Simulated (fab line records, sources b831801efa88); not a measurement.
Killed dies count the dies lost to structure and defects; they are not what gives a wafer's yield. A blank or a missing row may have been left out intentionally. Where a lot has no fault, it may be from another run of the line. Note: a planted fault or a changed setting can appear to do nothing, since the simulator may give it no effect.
Which tool did it? | flow sky130 | 13 lots, 37 wafers sampled, at 5 steps of a route of 708

== WHAT THE GAUGES READ, wafer by wafer ==
The record holds no reading of a measuring or inspecting step that can be judged against a usual standard deviation.

== WHICH TOOL RAN EACH LOT (tool, then ch and the chambers of the sampled wafers, then the start) ==
lot  | SKY_METAL3_ETCH_16                | SKY_VIA3_CMP_24               | SKY_METAL4_SPUTTER_02        | SKY_METAL4_SPUTTER_04        | SKY_PAD_OPEN_PROBE_99
L278 | rie-metal-03 ch 0, day 38 17:48   | cmp-02 ch 1,3, day 39 21:28   | pvd-sputter-03, day 39 21:46 | pvd-sputter-03, day 39 21:50 | -
L279 | rie-metal-04 ch 0,1, day 38 23:11 | cmp-02 ch 2,3, day 40 02:44   | pvd-sputter-02, day 40 03:02 | pvd-sputter-02, day 40 03:05 | prober-02, day 46 03:32
L280 | rie-metal-04 ch 0,1, day 39 07:26 | cmp-02 ch 1,2, day 40 10:54   | pvd-sputter-04, day 40 11:15 | pvd-sputter-04, day 40 11:19 | prober-01, day 46 10:49
L282 | rie-metal-02 ch 0,1, day 39 22:02 | cmp-02 ch 0,2,3, day 41 01:40 | -                            | -                            | prober-01, day 46 21:08
L283 | rie-metal-04 ch 0,1, day 40 10:24 | cmp-01 ch 1,3, day 41 14:47   | -                            | -                            | -
L285 | rie-metal-04 ch 0,1, day 41 07:32 | cmp-02 ch 0,1, day 42 09:53   | pvd-sputter-04, day 42 10:14 | pvd-sputter-04, day 42 10:17 | -
L288 | rie-metal-02 ch 1, day 41 22:47   | cmp-01 ch 0,3, day 43 00:56   | pvd-sputter-03, day 43 01:17 | pvd-sputter-03, day 43 01:20 | prober-02, day 48 14:52
L290 | rie-metal-04 ch 0, day 42 10:41   | cmp-02 ch 0,3, day 43 12:25   | pvd-sputter-04, day 43 12:40 | pvd-sputter-04, day 43 12:43 | -
L291 | rie-metal-02 ch 0,1, day 42 12:48 | cmp-01 ch 2,3, day 43 14:13   | pvd-sputter-03, day 43 14:30 | pvd-sputter-03, day 43 14:34 | -
L293 | rie-metal-02 ch 0,1, day 43 07:36 | cmp-02 ch 1,2,3, day 44 09:08 | pvd-sputter-04, day 44 09:29 | pvd-sputter-04, day 44 09:32 | -
L295 | rie-metal-03 ch 1, day 43 16:32   | cmp-01 ch 0,3, day 44 17:54   | pvd-sputter-02, day 44 18:06 | pvd-sputter-02, day 44 18:10 | prober-01, day 49 23:53
L300 | rie-metal-02 ch 0,1, day 44 19:18 | cmp-01 ch 0,1,2, day 45 19:38 | pvd-sputter-02, day 45 19:59 | pvd-sputter-02, day 45 20:02 | -
L299 | rie-metal-02 ch 0, day 45 04:32   | cmp-01 ch 2,3, day 46 03:41   | pvd-sputter-03, day 46 04:02 | pvd-sputter-03, day 46 04:05 | -
- SKY_METAL3_ETCH_16: etches BARC in N2/H2, stops on SiO2, time 88.2 s, target depth 60 nm.
- SKY_VIA3_CMP_24: polishes, stops on SiO2, t overpolish 20 s, target thk 0 nm.
- SKY_METAL4_SPUTTER_02: material AlCu, target thk 735 nm, time 39.1 s.
- SKY_METAL4_SPUTTER_04: material TiN, target thk 70 nm, time 58.3 s.
- SKY_PAD_OPEN_PROBE_99

== WHAT THE TOOLS THEMSELVES READ (means of the sampled wafers that have a number; where no wafer has one, the mark that the record gives instead) ==
SKY_METAL3_ETCH_16.
lot  | tool         | chamber-pressure-mTorr (mTorr) | drypump-motor-current-A (A) | oes-product-au (a.u.) | throttle-valve-pct (%)
L278 | rie-metal-03 | 29.987                         | 5.8                         | 0.624                 | 13.202
L279 | rie-metal-04 | 29.978                         | 5.8                         | 0.626                 | 13.205
L280 | rie-metal-04 | 29.993                         | 5.8                         | 0.621                 | 13.198
L282 | rie-metal-02 | 29.994                         | 5.7                         | 0.626                 | 13.193
L283 | rie-metal-04 | 29.998                         | 5.6                         | 0.630                 | 13.206
L285 | rie-metal-04 | 29.995                         | 5.6                         | 0.629                 | 13.200
L288 | rie-metal-02 | 30.001                         | 6.0                         | 0.625                 | 13.211
L290 | rie-metal-04 | 29.994                         | 5.3                         | 0.630                 | 13.201
L291 | rie-metal-02 | 29.983                         | 5.7                         | 0.624                 | 13.207
L293 | rie-metal-02 | 30.003                         | 5.8                         | 0.629                 | 13.204
L295 | rie-metal-03 | 29.986                         | 6.3                         | 0.621                 | 13.206
L300 | rie-metal-02 | 30.008                         | 5.8                         | 0.627                 | 13.211
L299 | rie-metal-02 | 29.978                         | 5.5                         | 0.628                 | 13.208

SKY_VIA3_CMP_24.
lot  | tool   | edge-zone-pressure-frac | head-pressure-psi (psi) | motor-current-A (A) | overpolish-run-s (s) | retaining-ring-pressure-frac | time-to-endpoint-s (s)
L278 | cmp-02 | 0.996                   | 3.504                   | 10.7                | 20.001               | 1.001                        | 96
L279 | cmp-02 | 1.005                   | 3.497                   | 10.1                | 19.999               | 0.998                        | 92
L280 | cmp-02 | 1.001                   | 3.502                   | 10.5                | 19.999               | 0.996                        | 97
L282 | cmp-02 | -                       | -                       | -                   | -                    | -                            | -
L283 | cmp-01 | -                       | -                       | -                   | -                    | -                            | -
L285 | cmp-02 | 0.996                   | 3.501                   | 10.7                | 20.006               | 0.999                        | 101
L288 | cmp-01 | 1.004                   | 3.500                   | 9.9                 | 19.998               | 0.990                        | 90
L290 | cmp-02 | 0.996                   | 3.494                   | 9.8                 | 19.991               | 0.995                        | 98
L291 | cmp-01 | 1.004                   | 3.504                   | 10.4                | 20.005               | 1.008                        | 98
L293 | cmp-02 | 1.003                   | 3.504                   | 10.8                | 20.007               | 1.005                        | 95
L295 | cmp-01 | 0.998                   | 3.500                   | 9.8                 | 20.008               | 0.997                        | 96
L300 | cmp-01 | 0.994                   | 3.497                   | 9.7                 | 20.003               | 1.003                        | 94
L299 | cmp-01 | 1.003                   | 3.504                   | 10.3                | 19.997               | 0.998                        | 97

SKY_METAL4_SPUTTER_02.
lot  | tool           | chamber-pressure-pa (Pa) | throttle-valve-pct (%)
L278 | pvd-sputter-03 | 0.3998                   | 31.7
L279 | pvd-sputter-02 | 0.3994                   | 30.3
L280 | pvd-sputter-04 | 0.4000                   | 29.7
L285 | pvd-sputter-04 | 0.3996                   | 29.3
L288 | pvd-sputter-03 | 0.4003                   | 31.4
L290 | pvd-sputter-04 | 0.4008                   | 28.6
L291 | pvd-sputter-03 | 0.4004                   | 29.8
L293 | pvd-sputter-04 | 0.3983                   | 29.3
L295 | pvd-sputter-02 | 0.3995                   | 29.9
L300 | pvd-sputter-02 | 0.4000                   | 30.6
L299 | pvd-sputter-03 | 0.4004                   | 31.6

SKY_METAL4_SPUTTER_04.
lot  | tool           | chamber-pressure-pa (Pa) | throttle-valve-pct (%)
L278 | pvd-sputter-03 | 0.3999                   | 31.6
L279 | pvd-sputter-02 | 0.4005                   | 30.1
L280 | pvd-sputter-04 | 0.3997                   | 29.6
L285 | pvd-sputter-04 | 0.4001                   | 29.1
L288 | pvd-sputter-03 | 0.4002                   | 31.6
L290 | pvd-sputter-04 | 0.3999                   | 28.8
L291 | pvd-sputter-03 | 0.3998                   | 29.9
L293 | pvd-sputter-04 | 0.4003                   | 29.2
L295 | pvd-sputter-02 | 0.4007                   | 30.1
L300 | pvd-sputter-02 | 0.4004                   | 30.5
L299 | pvd-sputter-03 | 0.3998                   | 31.6

SKY_PAD_OPEN_PROBE_99.
lot  | tool      | defect-limited-yield (%) | killed_at_M0_to_M3 | killed_at_M4_up | killed-at-contacts | killed-at-front-end | killed-at-other | killed-dies | killed-on-rim | killed-open | killed-short
L279 | prober-02 | 81.6                     | 44                 | 3.7             | 26                 | 18                  | 0.0             | 91          | 22            | 44          | 47
L280 | prober-01 | 83.5                     | 41                 | 3.7             | 24                 | 12                  | 0.0             | 81          | 16            | 44          | 37
L282 | prober-01 | 0.0                      | 446                | 3.3             | 23                 | 20                  | 0.3             | 492         | 96            | 47          | 46
L288 | prober-02 | 81.7                     | 39                 | 3.3             | 30                 | 16                  | 1.7             | 90          | 16            | 54          | 35
L295 | prober-01 | 84.9                     | 40                 | 3.0             | 20                 | 11                  | 0.0             | 74          | 15            | 46          | 28

== THE ANSWER, worked out from the rows above alone ==
Rule: usual is defined by the lots themselves. Put in order of their means at a reading, lots are off if they are a third of the lots or fewer, leave a main group of 4 or more, and stand apart from it by a gap of 3 or more times the standard deviation of the main group's means; of several such gaps the widest counts. If all means in a main group match to the digits the tables above print for the reading, that group is not used. Also off: a lot with no number at a reading for which 4 or more lots have one. Where the step has rows for the other lots, those lots are counted as sound. After the gauges, taken in route order, come the tools' own readings; for these a lot's mean is taken, as printed above. The first step at which some lot is off is used, and at that step the reading that is off furthest; a lot without a number counts as furthest.
Off: L282, L283, at SKY_VIA3_CMP_24 (edge-zone-pressure-frac). Without a number there: L282, L283. Mean 1.000 and standard deviation 0.0039 in the main group.
A tool fits if, at that step or a process step before it, it ran every lot that is off, and no sound lot after the first of them. None of those tried fits.

== WHAT THE SIMULATOR PUT IN ==
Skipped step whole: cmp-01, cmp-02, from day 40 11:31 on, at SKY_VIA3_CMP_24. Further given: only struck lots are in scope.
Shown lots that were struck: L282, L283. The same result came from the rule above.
